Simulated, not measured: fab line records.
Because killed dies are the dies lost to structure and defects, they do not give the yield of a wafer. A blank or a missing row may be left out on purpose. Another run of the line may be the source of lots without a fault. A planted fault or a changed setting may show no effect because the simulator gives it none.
Struck lot and sound lot, side by side    flow sky130    17 out of 708 route steps
Sound: the wafers L302.2, L302.3, L302.4. The struck wafers were L314.2, L314.3, L314.5. Last of all comes the cause.
Each step with rows lists, per side, the tool, then ch with its chambers, then its first start. Under that, the readings that differ: sound wafers    struck wafers    difference of the means    sigmas: that difference in standard deviations of wafers without a fault.
alike: a reading whose means differ by less than 2 such deviations, as well as words and numbers matching on both sides. not compared: withheld readings; readings where some wafer has no value; bounds like >300 that might hide an equal value; numbers whose values overlap and for which the record gives no deviation.
A row with sigmas, a row that says differs or no value, or rows on one side alone: a step with any of these is where the two part. Numbers that don't overlap but have no deviation are shown without sigmas and don't part them. A reading that every wafer of one side lacks parts them only if that side has two wafers or more.

first, 3 steps without rows for these wafers: SKY_LI_CONTACT_EXPOSE_09 (exposes mask LICM1, target cd 170 nm); SKY_LI_CONTACT_PEB_10; SKY_LI_CONTACT_DEVELOP_11 (develop time 60 s).
SKY_LI_CONTACT_CD_MEAS_12: target cd 170 nm.
  sound: cd_sem-02 at day 30 10:27; struck: cd_sem-01 at day 34 22:17
  alike: cd_nm
SKY_LI_CONTACT_OVL_MEAS_13:
  sound: overlay-01 at day 30 10:34; struck: overlay-02 at day 34 22:24
  alike: LI_CONTACT_OVL
SKY_LI_CONTACT_ETCH_14: etches BARC in N2/H2, stops on SiO2, time 45.9 s, target depth 60 nm.
  sound on rie_diel-03 ch 0,1,2, day 30 10:35; struck on rie_diel-02 ch 0,3, day 34 22:26
  alike: drypump_motor_current_A, oes_product_au, throttle_valve_pct
  not compared: rf_hours_counter_h
SKY_LI_CONTACT_ETCH_15: etches PSG in C4F8/O2/Ar, stops on Si, target depth 600 nm.
  sound on rie_diel-03 ch 0,1,2, day 30 10:38; struck on rie_diel-02 ch 0,3, day 34 22:28
  alike: oes_product_au
SKY_LI_CONTACT_STRIP_16: strips in O2/N2.
  sound on plasma_asher-04 ch 0,1, day 30 10:43; struck on plasma_asher-04 ch 0,1, day 34 22:34
  alike: drypump_motor_current_A, oes_product_au, strip_time_to_endpoint_s
  not compared: rf_hours_counter_h
then, 2 steps without rows for these wafers: SKY_LI_CONTACT_CLEAN_17 (cleans in NMP, time 600 s); SKY_LI_CONTACT_PRE_CLEAN_18 (time 5.6 s).
SKY_LI_CONTACT_SPUTTER_19: material Ti, target thk 20 nm, time 106.37 s.
  sound: pvd_sputter-02 at day 30 11:01; struck: pvd_sputter-02 at day 34 22:51
  alike: substrate_temp_c, throttle_valve_pct
SKY_LI_CONTACT_SPUTTER_20: material TiN, target thk 20 nm, time 80 s.
  sound: pvd_sputter-02 at day 30 11:05; struck: pvd_sputter-02 at day 34 22:56
  alike: throttle_valve_pct
SKY_LI_CONTACT_CVD_21: deposits W, target thk 400 nm, time 120.56 s.
  sound on cvd_w-01 ch 0,1, day 30 11:09; struck on cvd_w-02 ch 0,1, day 34 22:59
  no value came back on the struck wafers for chamber_pressure_Torr (Torr), heater_power_outer_w (W), heater_power_w (W); on the sound wafers chamber_pressure_Torr (Torr) reads 39.99 39.86 39.92
SKY_LI_CONTACT_RS_MEAS_22: the measuring method here is four-point-probe.
  sound: film_metro-03 at day 30 11:17; struck: film_metro-01 at day 34 23:08
reading                   sound                 struck                difference  sigmas
LI_CONTACT_W_RS (ohm/sq)  0.2809 0.2826 0.2855  24.842 24.929 25.072  +24.665     +99 or more
SKY_LI_CONTACT_THK_MEAS_23: measures by xrf.
  sound: film_metro-03 at day 30 11:24; struck: film_metro-01 at day 34 23:14
reading                sound        struck    difference  sigmas
LI_CONTACT_W_THK (nm)  398 393 395  <0 <0 <0  differs     
SKY_LI_CONTACT_CMP_24: polishes, stops on PSG, t overpolish 20 s, target thk 0 nm.
  sound on cmp-01 ch 0,1,2, day 30 11:27; struck on cmp-02 ch 0,1,2, day 34 23:23
reading                 sound      struck  difference  sigmas
time_to_endpoint_s (s)  101 95 96  4 4 5   -93         -24
  alike: motor_current_A, slurry_filter_dp_kPa
-- here the record skips 15 days between the struck wafers' starts before and after, leaving off in module LI_CONTACT and picking up in module PAD_OPEN (first step shown: number 708 of the route) --
SKY_PAD_OPEN_PROBE_99:
  sound: prober-02 at day 46 08:22; struck: prober-02 at day 49 11:35
reading             sound      struck       difference  sigmas
killed_at_contacts  27 22 24   422 423 429  +400        +89
killed_dies         103 82 94  492 492 492  +399        +45
killed_on_rim       24 19 16   96 96 96     +76         +19
  alike: killed_at_M0_to_M3, killed_at_M4_up, killed_at_front_end, killed_at_other, killed_open, killed_short

WHERE THEY PART
First at SKY_LI_CONTACT_CVD_21; last, within this record, at SKY_PAD_OPEN_PROBE_99.

WHY: the cause the simulator had injected
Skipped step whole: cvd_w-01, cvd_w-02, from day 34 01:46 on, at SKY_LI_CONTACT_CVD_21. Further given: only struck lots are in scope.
